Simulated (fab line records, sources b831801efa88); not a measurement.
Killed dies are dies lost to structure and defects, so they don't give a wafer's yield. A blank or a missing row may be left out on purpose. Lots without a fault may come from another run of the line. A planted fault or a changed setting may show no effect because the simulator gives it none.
fab line records | flow sky130
record lots=13 wafers=39 last_day=49
route steps=708 shown LDD_N@254 LDD_P@263 LDD_HVP@285 LI_CONTACT@383
lots that met no fault: from a run of the same line without faults
start_h: hours from the record's first day to the start of the lot's first wafer shown | wait_h: hours since the lot's step before | " the same as in the row above | L1.1+2: a row that stands for several wafers | - no value, or no start given | * or withheld: withheld | < > ~ a bound
route shown NAME@n: a module of which the file shows steps, and the number in the route of the first | usual: mean/standard deviation of fault-free wafers | same: alike in all rows | chamber/n: place in a boat | sites: the reading at each site | _std_site: their standard deviation | _edge_site: outer sites' mean less inner sites' | radius_mm: how far each site lies from the wafer's centre | mask NAME#n: copy n | behind: the tool/chamber that last shaped the wafer | hold: why the lot was held/for how many hours/how that ended | device: the transistor (n, p or np) that didn't switch | end of line: the same wafers' tests at the end of the route | a step without rows: its recipe alone | killed: dies lost to structure and defects at the first sort, not the wafer's yield | map: a wafer's dies, x killed, . not, _ none there
set.NAME: the setting as run; set.NAME@STEP: as run at that earlier step | model.NAME: the simulator's own value behind a step, which no gauge read
steps of the route over a sample of lots; a table a step, a row a wafer
services: from which hour (start_h, from the record's first day; less than 0 if before it) a tool's chamber was out of use, for how many hours, and why
## steps
# step SKY_LDD_N_TW_MEAS_17
# usual LDD_N_TW=2573/15
# columns lot.wafer tool chamber start_h wait_h LDD_N_TW
L629.1 film_metro-04 - 400.31 0.1 2581
L629.2 " - " " 2559
L629.3 " - " " 2568
L630.1 film_metro-04 - 423.60 0.1 2549
L630.2 " - " " 2552
L630.5 " - " " 2547
L631.2 film_metro-02 - 430.91 0.1 2587
L631.4 " - " " 2591
L631.5 " - " " 2581
L632.2 film_metro-04 - 438.14 0.1 2555
L632.3 " - " " 2550
L632.5 " - " " 2553
L633.2 film_metro-04 - 467.86 0.1 2587
L633.3 " - " " 2578
L633.5 " - " " 2564
L634.4 film_metro-04 - 472.09 0.1 2570
L634.5 " - " " 2576
L634.6 " - " " 2583
L636.2 film_metro-01 - 489.46 0.1 2568
L636.4 " - " " 2566
L636.5 " - " " 2576
L639.1 film_metro-01 - 492.20 0.1 2573
L639.4 " - " " 2569
L639.5 " - " " 2583
L640.2 film_metro-02 - 504.67 0.1 2565
L640.5 " - " " 2579
L640.6 " - " " 2574
L642.4 film_metro-02 - 525.43 0.1 2590
L642.5 " - " " 2581
L642.6 " - " " 2570
L643.1 film_metro-02 - 534.88 0.1 2572
L643.4 " - " " 2588
L643.6 " - " " 2592
L644.3 film_metro-02 - 542.42 0.1 2581
L644.4 " - " " 2584
L644.5 " - " " 2573
L645.3 film_metro-01 - 546.28 0.1 2553
L645.4 " - " " 2576
L645.6 " - " " 2572
# step SKY_LDD_P_OVL_MEAS_08
# usual LDD_P_OVL=-0.3/1.3
# columns lot.wafer tool chamber start_h wait_h LDD_P_OVL[nm]
L629.1 overlay-02 - 430.88 0.1 -1.0
L629.2 " - " " -1.1
L629.3 " - " " -1.9
L630.1 overlay-02 - 454.68 0.1 -2.4
L630.2 " - " " -2.7
L630.5 " - " " -2.0
L631.2 overlay-01 - 462.13 0.1 -3.0
L631.4 " - " " -2.8
L631.5 " - " " -2.3
L632.2 overlay-02 - 469.49 0.1 0.6
L632.3 " - " " 0.2
L632.5 " - " " 1.7
L633.2 overlay-01 - 498.72 0.1 0.7
L633.3 " - " " 1.0
L633.5 " - " " 2.3
L634.4 overlay-01 - 502.94 0.1 -1.7
L634.5 " - " " -1.5
L634.6 " - " " -1.1
L636.2 overlay-02 - 520.47 0.1 -1.1
L636.4 " - " " -0.1
L636.5 " - " " -0.7
L639.1 overlay-02 - 522.07 0.1 1.0
L639.4 " - " " -0.8
L639.5 " - " " -0.5
L640.2 overlay-01 - 535.14 0.1 -0.9
L640.5 " - " " -0.5
L640.6 " - " " -1.3
L642.4 overlay-01 - 555.50 0.1 -0.1
L642.5 " - " " 0.9
L642.6 " - " " -1.5
L643.1 overlay-02 - 565.12 0.1 1.6
L643.4 " - " " 1.3
L643.6 " - " " 3.0
L644.3 overlay-02 - 572.19 0.1 0.4
L644.4 " - " " 0.5
L644.5 " - " " 1.2
L645.3 overlay-01 - 575.99 0.1 0.7
L645.4 " - " " -0.9
L645.6 " - " " -1.8
# step SKY_LDD_HVP_OVL_MEAS_07
# usual LDD_HVP_OVL=-0.5/1.3
# columns lot.wafer tool chamber start_h wait_h LDD_HVP_OVL[nm]
L629.1 overlay-02 - 493.27 0.1 -0.8
L629.2 " - " " -0.7
L629.3 " - " " -0.8
L630.1 overlay-01 - 515.62 0.1 2.8
L630.2 " - " " 1.3
L630.5 " - " " 1.1
L631.2 overlay-02 - 522.63 0.1 -3.6
L631.4 " - " " -3.3
L631.5 " - " " -4.8
L632.2 overlay-02 - 530.28 0.1 -2.1
L632.3 " - " " -1.3
L632.5 " - " " -1.5
L633.2 overlay-02 - 559.41 0.1 -0.1
L633.3 " - " " 0.5
L633.5 " - " " 0.4
L634.4 overlay-01 - 562.42 0.1 0.8
L634.5 " - " " 0.2
L634.6 " - " " 1.3
L636.2 overlay-01 - 581.45 0.1 0.4
L636.4 " - " " 1.1
L636.5 " - " " 0.2
L639.1 overlay-02 - 582.27 0.1 -1.1
L639.4 " - " " -1.0
L639.5 " - " " -1.7
L640.2 overlay-01 - 594.70 0.1 -2.3
L640.5 " - " " -4.1
L640.6 " - " " -1.9
L642.4 overlay-02 - 614.27 0.1 -0.1
L642.5 " - " " -1.8
L642.6 " - " " -1.8
L643.1 overlay-01 - 623.15 0.1 0.0
L643.4 " - " " -0.2
L643.6 " - " " 0.0
L644.3 overlay-02 - 630.07 0.1 -0.3
L644.4 " - " " -0.4
L644.5 " - " " -1.2
L645.3 overlay-02 - 634.53 0.1 0.2
L645.4 " - " " -0.5
L645.6 " - " " 0.2
# step SKY_LI_CONTACT_CVD_21
# recipe material=W target_thk_nm=400 time_s=120.56 temp_c=400 pressure_torr=40
# usual chamber_pressure_Torr=40.01/0.089 heater_power_w=795/55
# columns lot.wafer tool chamber start_h wait_h chamber_pressure_Torr heater_power_w
L629.1 cvd_w-01 0 674.12 0.0 39.67 726
L629.2 " 1 " " 39.97 837
L629.3 " 0 " " 39.96 722
L630.1 cvd_w-02 0 695.54 0.0 39.99 865
L630.2 " 0 " " 40.05 825
L630.5 " 0 " " 39.91 856
L631.2 cvd_w-01 1 702.43 0.0 40.10 850
L631.4 " 1 " " 40.09 845
L631.5 " 1 " " 40.18 850
L632.2 cvd_w-01 1 709.06 0.0 40.05 847
L632.3 " 1 " " 39.90 845
L632.5 " 0 " " 40.20 726
L633.2 cvd_w-02 0 736.99 0.0 39.86 839
L633.3 " 0 " " 40.00 818
L633.5 " 1 " " 40.02 753
L634.4 cvd_w-01 0 740.92 0.1 39.99 729
L634.5 " 1 " " 40.06 841
L634.6 " 0 " " 39.97 732
L636.2 cvd_w-02 0 756.60 0.0 40.02 827
L636.4 " 0 " " 40.04 849
L636.5 " 0 " " 40.12 841
L639.1 cvd_w-02 1 758.53 0.0 39.94 737
L639.4 " 1 " " 40.03 735
L639.5 " 0 " " 39.90 873
L640.2 cvd_w-01 0 770.47 0.1 40.02 732
L640.5 " 1 " " 40.00 843
L640.6 " 0 " " 39.98 732
L642.4 cvd_w-02 0 785.88 0.1 40.12 854
L642.5 " 1 " " 40.02 733
L642.6 " 0 " " 39.92 867
L643.1 cvd_w-02 1 795.31 0.0 39.92 740
L643.4 " 0 " " 40.08 851
L643.6 " 1 " " 39.94 754
L644.3 cvd_w-02 0 801.62 0.1 40.04 850
L644.4 " 1 " " 40.19 749
L644.5 " 1 " " 40.21 741
L645.3 cvd_w-02 1 806.02 0.1 39.95 742
L645.4 " 0 " " 40.04 838
L645.6 " 0 " " 39.84 851
# step SKY_LI_CONTACT_RS_MEAS_22
# recipe thk_meas_gauge=four-point-probe reads=W_of_LI_CONTACT_CVD_21+TiN_of_LI_CONTACT_SPUTTER_20+Ti_of_LI_CONTACT_SPUTTER_19
# usual LI_CONTACT_W_RS=0.286/0.003
# columns lot.wafer tool chamber start_h wait_h LI_CONTACT_W_RS[ohm/sq]
L629.1 film_metro-02 - 674.25 0.1 0.285
L629.2 " - " " 0.281
L629.3 " - " " 0.285
L630.1 film_metro-03 - 695.79 0.2 0.284
L630.2 " - " " 0.285
L630.5 " - " " 0.284
L631.2 film_metro-02 - 702.58 0.1 0.286
L631.4 " - " " 0.284
L631.5 " - " " 0.285
L632.2 film_metro-02 - 709.20 0.1 0.288
L632.3 " - " " 0.284
L632.5 " - " " 0.287
L633.2 film_metro-03 - 737.13 0.1 0.285
L633.3 " - " " 0.287
L633.5 " - " " 0.285
L634.4 film_metro-02 - 741.06 0.1 0.281
L634.5 " - " " 0.277
L634.6 " - " " 0.279
L636.2 film_metro-03 - 756.74 0.1 0.288
L636.4 " - " " 0.290
L636.5 " - " " 0.287
L639.1 film_metro-03 - 758.66 0.1 0.287
L639.4 " - " " 0.287
L639.5 " - " " 0.286
L640.2 film_metro-01 - 770.62 0.1 0.283
L640.5 " - " " 0.282
L640.6 " - " " 0.281
L642.4 film_metro-03 - 786.02 0.1 0.287
L642.5 " - " " 0.289
L642.6 " - " " 0.287
L643.1 film_metro-01 - 795.44 0.1 0.267
L643.4 " - " " 0.268
L643.6 " - " " 0.263
L644.3 film_metro-01 - 801.75 0.1 0.289
L644.4 " - " " 0.268
L644.5 " - " " 0.289
L645.3 film_metro-01 - 806.15 0.1 0.286
L645.4 " - " " 0.265
L645.6 " - " " 0.264
# step SKY_LI_CONTACT_THK_MEAS_23
# recipe thk_meas_gauge=xrf reads=W_of_LI_CONTACT_CVD_21
# usual LI_CONTACT_W_THK=401/7.6
# columns lot.wafer tool chamber start_h wait_h LI_CONTACT_W_THK[nm]
L629.1 film_metro-02 - 674.37 0.1 399
L629.2 " - " " 407
L629.3 " - " " 400
L630.1 film_metro-03 - 695.91 0.1 393
L630.2 " - " " 391
L630.5 " - " " 394
L631.2 film_metro-02 - 702.69 0.1 405
L631.4 " - " " 409
L631.5 " - " " 406
L632.2 film_metro-02 - 709.31 0.1 401
L632.3 " - " " 409
L632.5 " - " " 403
L633.2 film_metro-03 - 737.24 0.1 398
L633.3 " - " " 395
L633.5 " - " " 395
L634.4 film_metro-02 - 741.15 0.1 406
L634.5 " - " " 415
L634.6 " - " " 411
L636.2 film_metro-03 - 756.85 0.1 392
L636.4 " - " " 393
L636.5 " - " " 397
L639.1 film_metro-03 - 758.78 0.1 394
L639.4 " - " " 398
L639.5 " - " " 399
L640.2 film_metro-01 - 770.73 0.1 415
L640.5 " - " " 417
L640.6 " - " " 420
L642.4 film_metro-03 - 786.11 0.1 397
L642.5 " - " " 393
L642.6 " - " " 395
L643.1 film_metro-01 - 795.56 0.1 435
L643.4 " - " " 431
L643.6 " - " " 444
L644.3 film_metro-01 - 801.85 0.1 401
L644.4 " - " " 435
L644.5 " - " " 401
L645.3 film_metro-01 - 806.25 0.1 404
L645.4 " - " " 434
L645.6 " - " " 441
## services
# columns tool chamber start_h hours kind
cvd_w-02 1 677.59 18.6 repair
cvd_w-02 - 696.38 6.9 pm
cvd_w-01 1 751.73 3.9 repair
cvd_w-01 - 755.25 6.0 pm
cvd_w-02 - 766.66 0.8 repair
cvd_w-02 - 768.70 2.8 pm
cvd_w-02 - 780.79 1.3 repair
## key
first_sign step=SKY_LI_CONTACT_RS_MEAS_22 reading=LI_CONTACT_W_RS direction=down sigmas=6.6 usual=0.286 struck=0.266
effect step=SKY_LI_CONTACT_THK_MEAS_23 reading=LI_CONTACT_W_THK direction=up sigmas=4.7 usual=401 struck=436
met_at SKY_LI_CONTACT_CVD_21
struck_lots L643,L644,L645
struck_wafers L643.1,L643.4,L643.6,L644.4,L645.4,L645.6
tester_left_out L643,L644,L645
not_acting_at SKY_LDD_N_TW_MEAS_17,SKY_LDD_P_OVL_MEAS_08,SKY_LDD_HVP_OVL_MEAS_07
onset_between 785.88 795.31
fault kind=process_parameter_drift tool=cvd_w-02 chamber=- onset_h=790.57 steps=SKY_LI_CONTACT_CVD_21 channel=target_thk_nm offset=31.522 shape=step end_h=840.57 scope=struck_wafers_only acts_in=these_recipes_only stated=400
# tester_left_out: of these lots the tester's yield and bins aren't shown, on N5 and GAA mostly nor the transistor test; their killed dies are dies lost to structure and defects alone, not to doping, threshold or leakage, so they don't give the yield
